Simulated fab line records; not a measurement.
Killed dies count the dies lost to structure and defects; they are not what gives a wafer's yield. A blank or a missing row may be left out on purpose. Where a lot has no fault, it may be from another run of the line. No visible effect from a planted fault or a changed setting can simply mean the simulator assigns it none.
Struck lot and sound lot, side by side | flow sky130 | 38 out of 708 route steps
Sound: wafers L487.2, L487.4, L487.5. The struck wafers were L483.2, L483.3, L483.4. The cause is named last.
Order at every step that has rows: each side's tool, ch and its chambers, its first start. Under that, the readings that differ: sound wafers | struck wafers | difference of the means | sigmas: that difference in standard deviations of wafers without a fault.
alike: readings whose means differ by less than 2 such deviations, and words and numbers that are the same on both sides. not compared: withheld readings, readings that some wafer has no value for, bounds like >300 that may hide the same value, and numbers for which the record gives no deviation and whose values overlap.
A row with sigmas, a row that says differs or no value, or rows on one side alone: a step with any of these is where the two part. Numbers that don't overlap but have no deviation are shown without sigmas and don't part them. A reading that every wafer of one side lacks parts them only if that side has two wafers or more.

first, 9 steps without rows for these wafers: SKY_VIA3_SPUTTER_20 (material TiN, target thk 20 nm, time 80 s); SKY_VIA3_CVD_21 (deposits W, target thk 390 nm, time 117.31 s); SKY_VIA3_CMP_24 (polishes, stops on SiO2, t overpolish 20 s, target thk 0 nm); SKY_METAL4_SPUTTER_00 (material Ti, target thk 15 nm, time 10 s); SKY_METAL4_SPUTTER_01 (material TiN, target thk 20 nm, time 16.7 s); SKY_METAL4_SPUTTER_02 (material AlCu, target thk 735 nm, time 39.1 s); SKY_METAL4_SPUTTER_03 (material Ti, target thk 5 nm, time 3.3 s); SKY_METAL4_SPUTTER_04 (material TiN, target thk 70 nm, time 58.3 s); SKY_CAP2M_CVD_00 (deposits SiO2, target thk 15.5 nm).
SKY_CAP2M_SPUTTER_02: material TiN, target thk 200 nm, time 166.7 s.
  sound on pvd-sputter-04, day 45 21:03; struck on pvd-sputter-03, day 44 20:25
  reading                                   | sound             | struck            | difference | sigmas
  model.TiN_of_CAP2M_SPUTTER_02.thk-nm (nm) | 200.9 200.7 202.2 | 164.8 162.5 165.3 | -37.1      |
  alike: throttle-valve-pct
SKY_CAP2M_RS_MEAS_03: uses a four-point probe to measure.
  sound on film-metro-04, day 45 21:11; struck on film-metro-01, day 44 20:36
  reading               | sound          | struck         | difference | sigmas
  CAP2M_TIN_RS (ohm/sq) | 6.86 6.89 6.84 | 8.44 8.56 8.42 | +1.61      | +30
SKY_CAP2M_THK_MEAS_04: measures by xrf.
  sound on film-metro-04, day 45 21:17; struck on film-metro-01, day 44 20:43
  reading            | sound             | struck            | difference | sigmas
  CAP2M_TIN_THK (nm) | 200.2 199.4 201.7 | 163.5 161.3 164.3 | -37.4      | -22
then, 7 steps without rows for these wafers: SKY_CAP2M_DEHYDRATE_05 (time 60 s); SKY_CAP2M_HMDS_06 (prime time 60 s); SKY_CAP2M_COAT_07 (resist thk 1140 nm); SKY_CAP2M_SOFTBAKE_08 (time 60 s); SKY_CAP2M_EXPOSE_09 (exposes mask CAP2M, target cd 1000 nm); SKY_CAP2M_PEB_10; SKY_CAP2M_DEVELOP_11 (develop time 60 s).
SKY_CAP2M_METAL_ETCH_13: etches TiN in Cl2/BCl3, stops on SiO2, target depth 220 nm, time 62.9 s.
  sound on rie-metal-01 ch 0,1, day 46 17:13; struck on rie-metal-01 ch 0,1, day 45 17:34
  reading                | sound                | struck               | difference | sigmas
  oes-product-au (a.u.)  | 0.951 0.945 0.946    | 0.845 0.840 0.840    | -0.106     | -18
  throttle-valve-pct (%) | 21.886 21.912 21.889 | 21.960 21.969 21.971 | +0.071     | +8
  alike: drypump-motor-current-A
  not compared: rf-hours-counter-h
then, 16 steps without rows for these wafers: SKY_CAP2M_STRIP_14 (strips in O2/N2); SKY_CAP2M_STRIP_15 (strips in post etch residue remover, time 1200 s); SKY_CAP2M_CLEAN_16 (cleans in IPA, time 180 s); SKY_CAP2M_CLEAN_17 (cleans in O3/DIW); SKY_METAL4_DEHYDRATE_05 (time 60 s); SKY_METAL4_HMDS_06 (prime time 60 s); SKY_METAL4_COAT_07 (resist thk 60 nm); SKY_METAL4_COAT_08 (resist thk 1140 nm); SKY_METAL4_SOFTBAKE_09 (time 90 s); SKY_METAL4_EXPOSE_10 (exposes mask MM4, target cd 300 nm); SKY_METAL4_PEB_11; SKY_METAL4_DEVELOP_12 (develop time 60 s); SKY_METAL4_DESCUM_15 (chemistry O2, time 8 s); SKY_METAL4_ETCH_16 (etches BARC in N2/H2, stops on SiO2, time 88.2 s, target depth 60 nm); SKY_METAL4_ETCH_17 (etches SiO2 in C4F8/O2/Ar, stops on TiN, time 3.9 s, target depth 15 nm); SKY_METAL4_METAL_ETCH_18 (etches the open film in Cl2/BCl3, stops on SiO2, target depth 845 nm, time 183.1 s).
SKY_METAL4_STRIP_20: strips in post etch residue remover, time 1200 s.
  sound on wet-bench-04 ch 0, day 47 14:07; struck on wet-bench-04 ch 3, day 46 15:34
  reading                                   | sound             | struck          | difference | sigmas
  model.TiN_of_CAP2M_SPUTTER_02.thk-nm (nm) | 200.1 199.8 201.3 | 164 161.7 164.5 | -37        |
  alike: temp-c
-- the record jumps here: 3 days lie between the struck wafers' starts before and after (it left off in module METAL4 and takes up again in module PAD_OPEN, whose first step shown is number 708 of the route) --
SKY_PAD_OPEN_PROBE_99:
  sound on prober-02, day 50 17:12; struck on prober-02, day 49 22:47
  reading                               | sound                | struck               | difference | sigmas
  model.etest.cap-mim2.plate-ohm-sq     | 5.939 6.018 5.933    | 7.234 7.397 7.239    | +1.327     |
  model.etest.cap-mim2.bv-v (V)         | 13.96 13.41 14.22    | 12.7 12.73 12.81     | -1.1       |
  model.etest.cap-mim2.leak-log10-a-cm2 | -8.979 -8.892 -8.983 | -8.416 -8.551 -8.655 | +0.411     |
  alike: defect-limited-yield, killed_at_M0_to_M3, killed_at_M4_up, killed-at-contacts, killed-at-front-end, killed-at-other, killed-dies, killed-open, killed-short, sort_bin_3_pad_short, sort_bin_5_function, sort_bin_6_memory, sort-n-pass, sort-yield-pct

== WHERE THEY PART ==
First at SKY_CAP2M_RS_MEAS_03; last, within this record, at SKY_CAP2M_METAL_ETCH_13. Later steps at which nothing parts them and some readings are alike: SKY_METAL4_STRIP_20, SKY_PAD_OPEN_PROBE_99.

WHY: the cause the simulator had injected
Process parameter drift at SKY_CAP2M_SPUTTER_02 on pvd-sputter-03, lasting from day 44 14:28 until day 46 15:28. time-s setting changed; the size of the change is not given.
